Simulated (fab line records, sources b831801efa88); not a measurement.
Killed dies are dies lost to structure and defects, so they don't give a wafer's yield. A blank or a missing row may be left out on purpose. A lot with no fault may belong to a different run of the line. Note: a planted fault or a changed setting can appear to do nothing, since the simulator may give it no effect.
8D (eight disciplines) problem report, filled in by code + flow sky130 + the parts of the form that need people (team, actions taken, sign-off) are left out

== 1. WHAT IS WRONG ==
Wafers without a fault read 6500.0 W, standard deviation 1.2; cathode-dc-power-W at SKY_CAP2M_SPUTTER_02 reads a mean of 6331.9 W on 2 wafers belonging to 2 lots. So: -99 or more standard deviations from the usual mean.
The step: material TiN, target thk 200 nm, time 166.7 s.
Seen first at day 46 04:11 on pvd-sputter-04, wafer L122.1. The record has a number at this step for 16 wafers belonging to 6 lots. Rule for "out" (also "out of limits"): further than 4 standard deviations from the usual mean. Any other wafer with a number is counted as sound.

== 2. WHAT THIS IS AND IS NOT ==
| question                    | is                 | is not                                                                   |
|-----------------------------|--------------------|--------------------------------------------------------------------------|
| which readings at this step | cathode-dc-power-W | throttle-valve-pct                                                       |
| which lots                  | L121, L122         | L103, L104, L109, L123                                                   |
| which wafers of those lots  | L121.6, L122.1     | L121.1, L121.2                                                           |
| read on which tools         | pvd-sputter-04     | pvd-sputter-02, pvd-sputter-03                                           |
| when                        | from day 46 04:11  | up to then (9 sound wafers); but 5 sound wafers of L121, L123 came after |

== 3. WHAT RULES OUT EACH SUSPECT ==
Counting: any tool at a process step up to the reading remains a suspect provided it ran every lot that is out. Sound lots after the first of them don't rule it out here, since some wafers of a struck lot are sound.
- cvd-w-01 at SKY_VIA3_CVD_21 (deposits W, target thk 390 nm, time 117.31 s): kept. Ran every lot that is out, first one L122 (day 46 03:20); last sound lot up to then L109 (day 43 02:36).
- pvd-sputter-04 at SKY_CAP2M_SPUTTER_02 (material TiN, target thk 200 nm, time 166.7 s): kept. Ran every lot that is out, first one L122 (day 46 04:11); last sound lot up to then L109 (day 43 03:24). Out on those wafers are its own readings of cathode-dc-power-W.
Left after counting: cvd-w-01 at SKY_VIA3_CVD_21, pvd-sputter-04 at SKY_CAP2M_SPUTTER_02.

== 4. THE CAUSE (what the simulator had put in) ==
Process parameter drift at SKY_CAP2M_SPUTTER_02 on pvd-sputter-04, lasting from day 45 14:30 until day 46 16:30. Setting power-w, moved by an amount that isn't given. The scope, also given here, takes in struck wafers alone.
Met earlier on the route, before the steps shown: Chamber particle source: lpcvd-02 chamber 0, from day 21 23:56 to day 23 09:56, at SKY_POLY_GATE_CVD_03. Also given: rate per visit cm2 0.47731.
2 suspects survive the count, and this tool is in that group.

== 5. THE EFFECT CHAIN, in route order ==
Each row: a reading where the mean over the struck wafers with a number is more than 3 standard deviations away from the usual. Scope: only readings with a usual standard deviation given in the record; hours: median across lots of the time from each lot's start at the first step in this table that gives one to its start at this step; sigmas: change in usual standard deviations.
| hours | step                 | reading            | usual    | on struck wafers | change | sigmas      |
|-------|----------------------|--------------------|----------|------------------|--------|-------------|
| 0     | SKY_CAP2M_SPUTTER_02 | cathode-dc-power-W | 6500.0 W | 6331.9           | -168.1 | -99 or more |
The process steps in it:
- SKY_CAP2M_SPUTTER_02: material TiN, target thk 200 nm, time 166.7 s.
At these later measuring or inspecting steps, every struck wafer for which the step has a row has a number for every such reading, and none has moved that far: SKY_CAP2M_RS_MEAS_03, SKY_CAP2M_THK_MEAS_04, SKY_CAP2M_OVL_MEAS_12, SKY_METAL4_CD_MEAS_13, SKY_METAL4_OVL_MEAS_14.

== 6. WHAT WOULD HAVE CAUGHT IT SOONER ==
The fault began at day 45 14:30; the first out-of-limits reading in this record came at day 46 04:11, 14 hours later.
